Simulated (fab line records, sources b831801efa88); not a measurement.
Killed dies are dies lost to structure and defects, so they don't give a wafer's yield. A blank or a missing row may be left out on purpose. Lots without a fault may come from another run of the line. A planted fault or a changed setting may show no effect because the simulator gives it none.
Which tool did it? | flow gf180mcu | 11 lots, 33 wafers sampled, at 6 steps of a route of 602

WHAT THE GAUGES READ, wafer by wafer
GF_NWELL_TW_MEAS_11. Usual: NWELL_TW 1580, standard deviation 9.9.
lot  | measured    | on            | NWELL_TW                      | flag
L547 | day 3 07:22 | film_metro-04 | 1573 1568 1570                |
L550 | day 4 01:25 | film_metro-01 | 1591 1574 1592                |
L551 | day 4 06:04 | film_metro-01 | 1577 1575 1588                |
L553 | day 4 18:05 | film_metro-04 | 1568 1565 1565                |
L561 | day 6 12:36 | film_metro-02 | 1314 1308 1305 1314 1322 1314 | OFF
L562 | day 6 16:20 | film_metro-04 | 1288 1285 1290 1274 1274 1295 | OFF
L565 | day 7 14:33 | film_metro-02 | 1586 1577 1591                |
L566 | day 7 15:08 | film_metro-01 | 1568 1588 1580                |
L568 | day 8 02:40 | film_metro-02 | 1592 1581 1581                |
L569 | day 8 08:17 | film_metro-04 | 1564 1563 1569                |
L570 | day 8 14:27 | film_metro-02 | 1581 1585 1584                |

GF_VT_IMPLANT_OVL_MEAS_18. Usual: VT_IMPLANT_01_OVL -1.3 nm, standard deviation 1.3.
lot  | measured     | on         | VT_IMPLANT_01_OVL (nm) | flag
L547 | day 6 05:17  | overlay-02 | -4.1 -1.4 -5.9         |
L550 | day 7 01:08  | overlay-01 | -1.4 -1.2 -0.8         |
L551 | day 7 07:58  | overlay-02 | 0.5 -1.1 -1.1          |
L553 | day 7 22:29  | overlay-02 | -2.3 -2.4 -1.1         |
L561 | day 9 22:27  | overlay-01 | -0.4 -0.1 0.8          |
L562 | day 10 02:51 | overlay-02 | -0.3 -0.5 0.9          |
L565 | day 11 06:13 | overlay-01 | -1.6 0.8 0.2           |
L566 | day 11 07:13 | overlay-02 | -2.6 -0.2 -1.7         |
L568 | day 11 18:50 | overlay-01 | -1.0 -1.7 0.1          |
L569 | day 12 02:37 | overlay-01 | -2.6 -3.3 -0.7         |
L570 | day 12 08:16 | overlay-01 | -2.1 -0.9 0.3          |

GF_VT_IMPLANT_RS_MEAS_47: measures by four-point-probe. Usual: NWELL_RS 488.6 ohm/sq, standard deviation 1.5.
lot  | measured     | on            | NWELL_RS (ohm/sq)                   | flag
L547 | day 7 13:41  | film_metro-02 | 490.3 490.2 491.0                   |
L550 | day 8 10:07  | film_metro-04 | 488.7 487.3 489.0                   |
L551 | day 8 17:36  | film_metro-01 | 489.6 490.3 487.7                   |
L553 | day 9 07:54  | film_metro-04 | 490.0 489.4 490.5                   |
L561 | day 11 11:52 | film_metro-02 | 725.3 725.1 726.3 725.4 727.6 727.3 | OFF
L562 | day 11 17:09 | film_metro-04 | 730.9 728.7 725.6 732.4 726.1 727.4 | OFF
L565 | day 12 21:43 | film_metro-01 | 487.8 488.6 488.7                   |
L566 | day 12 22:54 | film_metro-04 | 490.4 490.4 491.4                   |
L568 | day 13 10:32 | film_metro-02 | 488.7 487.4 488.4                   |
L569 | day 13 19:07 | film_metro-04 | 486.8 488.6 487.1                   |
L570 | day 14 01:30 | film_metro-01 | 487.4 488.3 488.9                   |

WHICH TOOL RAN EACH LOT (tool, then ch and the chambers of the sampled wafers, then the start)
lot  | GF_NWELL_IMPLANT_08            | GF_NWELL_STRIP_10                   | GF_VT_IMPLANT_SOFTBAKE_14
L547 | implanter-03 ch 0, day 3 06:59 | plasma_asher-03 ch 0,1, day 3 07:15 | litho_track-04 ch 0, day 5 21:58
L550 | implanter-01 ch 0, day 4 01:02 | plasma_asher-03 ch 0,1, day 4 01:18 | litho_track-02 ch 0, day 6 17:34
L551 | implanter-01 ch 0, day 4 05:40 | plasma_asher-04 ch 0,1, day 4 05:58 | litho_track-02 ch 0, day 7 00:23
L553 | implanter-04 ch 0, day 4 17:42 | plasma_asher-01 ch 0,1, day 4 17:58 | litho_track-01 ch 0, day 7 14:35
L561 | implanter-01 ch 0, day 6 12:14 | plasma_asher-01 ch 0,1, day 6 12:30 | litho_track-04 ch 0, day 9 13:46
L562 | implanter-01 ch 0, day 6 15:58 | plasma_asher-03 ch 0,1, day 6 16:15 | litho_track-04 ch 0, day 9 18:02
L565 | implanter-03 ch 0, day 7 14:09 | plasma_asher-04 ch 0,1, day 7 14:27 | litho_track-02 ch 0, day 10 20:47
L566 | implanter-04 ch 0, day 7 14:44 | plasma_asher-01 ch 0,1, day 7 15:01 | litho_track-01 ch 0, day 10 21:35
L568 | implanter-03 ch 0, day 8 02:17 | plasma_asher-04 ch 1, day 8 02:33   | litho_track-01 ch 0, day 11 09:29
L569 | implanter-04 ch 0, day 8 07:53 | plasma_asher-03 ch 0,1, day 8 08:10 | litho_track-01 ch 0, day 11 16:53
L570 | implanter-03 ch 0, day 8 14:03 | plasma_asher-03 ch 0,1, day 8 14:21 | litho_track-01 ch 0, day 11 23:10
- GF_NWELL_IMPLANT_08
- GF_NWELL_STRIP_10: strips in O2/N2.
- GF_VT_IMPLANT_SOFTBAKE_14: time 60.77 s.

WHAT THE TOOLS THEMSELVES READ (means of the sampled wafers that have a number; where no wafer has one, the mark that the record gives instead)
GF_NWELL_IMPLANT_08. Usual: dose_ions_cm2 1.5001e+13, standard deviation 1.8e+10; end_station_pressure_torr 5.07e-06 Torr, standard deviation 2.6e-07; faraday_current_uA 84.7, standard deviation 1.5.
lot  | tool         | dose_ions_cm2 | end_station_pressure_torr (Torr) | faraday_current_uA | flag
L547 | implanter-03 | 1.4986e+13    | 4.83e-06                         | 84.9               |
L550 | implanter-01 | 1.4985e+13    | 5.00e-06                         | 86.0               |
L551 | implanter-01 | 1.4985e+13    | 4.93e-06                         | 85.4               |
L553 | implanter-04 | 1.5019e+13    | 5.27e-06                         | 85.2               |
L561 | implanter-01 | 7.0260e+12    | 5.35e-06                         | 39.3               | OFF
L562 | implanter-01 | 7.0413e+12    | 5.14e-06                         | 39.0               | OFF
L565 | implanter-03 | 1.5008e+13    | 5.10e-06                         | 85.6               |
L566 | implanter-04 | 1.4985e+13    | 5.03e-06                         | 84.7               |
L568 | implanter-03 | 1.4998e+13    | 5.00e-06                         | 83.8               |
L569 | implanter-04 | 1.5010e+13    | 5.09e-06                         | 83.6               |
L570 | implanter-03 | 1.5010e+13    | 5.07e-06                         | 85.2               |

GF_NWELL_STRIP_10. Usual: drypump_motor_current_A 5.4 A, standard deviation 0.5; heater_power_w 342 W, standard deviation 39; oes_product_au 0.723 a.u., standard deviation 0.005; strip_time_to_endpoint_s 37.41 s, standard deviation 0.098.
lot  | tool            | drypump_motor_current_A (A) | heater_power_w (W) | oes_product_au (a.u.) | strip_time_to_endpoint_s (s) | flag
L547 | plasma_asher-03 | 5.5                         | 309                | 0.724                 | 37.41                        |
L550 | plasma_asher-03 | 5.2                         | 328                | 0.729                 | 37.36                        |
L551 | plasma_asher-04 | 5.3                         | 383                | 0.721                 | 37.36                        |
L553 | plasma_asher-01 | 5.2                         | 355                | 0.721                 | 37.46                        |
L561 | plasma_asher-01 | 5.6                         | 361                | 0.728                 | 37.57                        |
L562 | plasma_asher-03 | 5.3                         | 331                | 0.720                 | 37.48                        |
L565 | plasma_asher-04 | 5.3                         | 384                | 0.721                 | 37.49                        |
L566 | plasma_asher-01 | 5.2                         | 349                | 0.723                 | 37.53                        |
L568 | plasma_asher-04 | 5.7                         | 417                | 0.718                 | 37.43                        |
L569 | plasma_asher-03 | 5.3                         | 331                | 0.723                 | 37.25                        |
L570 | plasma_asher-03 | 5.5                         | 313                | 0.719                 | 37.46                        |

GF_VT_IMPLANT_SOFTBAKE_14. Usual: plate_sensor_t_centre_C 90.756 C, standard deviation 0.01; plate_sensor_t_edge_C 90.829 C, standard deviation 0.01.
lot  | tool           | plate_sensor_t_centre_C (C) | plate_sensor_t_edge_C (C) | flag
L547 | litho_track-04 | 90.762                      | 90.833                    |
L550 | litho_track-02 | 90.758                      | 90.831                    |
L551 | litho_track-02 | 90.757                      | 90.827                    |
L553 | litho_track-01 | 90.747                      | 90.828                    |
L561 | litho_track-04 | 90.761                      | 90.835                    |
L562 | litho_track-04 | 90.755                      | 90.831                    |
L565 | litho_track-02 | 90.767                      | 90.831                    |
L566 | litho_track-01 | 90.753                      | 90.828                    |
L568 | litho_track-01 | 90.760                      | 90.839                    |
L569 | litho_track-01 | 90.753                      | 90.837                    |
L570 | litho_track-01 | 90.764                      | 90.825                    |

THE ANSWER, worked out from the rows above alone
Rule: a lot is off if the mean of its wafers that have a number lies more than 3 standard deviations from the usual mean. A lot without any number at a reading at which 4 lots or more have one is off too. The other lots that the step has rows for count as sound. The gauges are gone through in route order, then the tools' own readings, and for those a lot's mean is taken as printed above. The first step at which some lot is off is used, and at that step the reading that is off furthest; a lot without a number counts as furthest.
Off: L561, L562, at GF_NWELL_TW_MEAS_11 (NWELL_TW).
A tool fits if, at a process step before that reading, it ran every lot that is off, and no sound lot after the first of them. The gauges at GF_NWELL_TW_MEAS_11 aren't tried: what is off there is off at GF_NWELL_IMPLANT_08 too, on other tools, and a gauge's error can't cause that. One fits: implanter-01 at GF_NWELL_IMPLANT_08. Its last sound lot is L551 (day 4 05:40), its first lot that is off L561 (day 6 12:14): a fault that began between those two fits.
The tool's own readings at GF_NWELL_IMPLANT_08 bear it out: on the lots that are off they differ by more than 5 times the standard deviation of the sound lots' means. dose_ions_cm2 reads 7.0336e+12 there against 1.4998e+13 on the sound lots; faraday_current_uA reads 39.1 there against 84.9 on the sound lots.

WHAT THE SIMULATOR HAD PUT IN
Process parameter drift: implanter-01, from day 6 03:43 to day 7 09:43, at GF_NWELL_IMPLANT_08. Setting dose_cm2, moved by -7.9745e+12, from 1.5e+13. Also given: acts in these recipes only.
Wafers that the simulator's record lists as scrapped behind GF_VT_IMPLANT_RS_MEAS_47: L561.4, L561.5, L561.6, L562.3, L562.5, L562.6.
Lots struck among those shown: L561, L562. The rule above found the same.
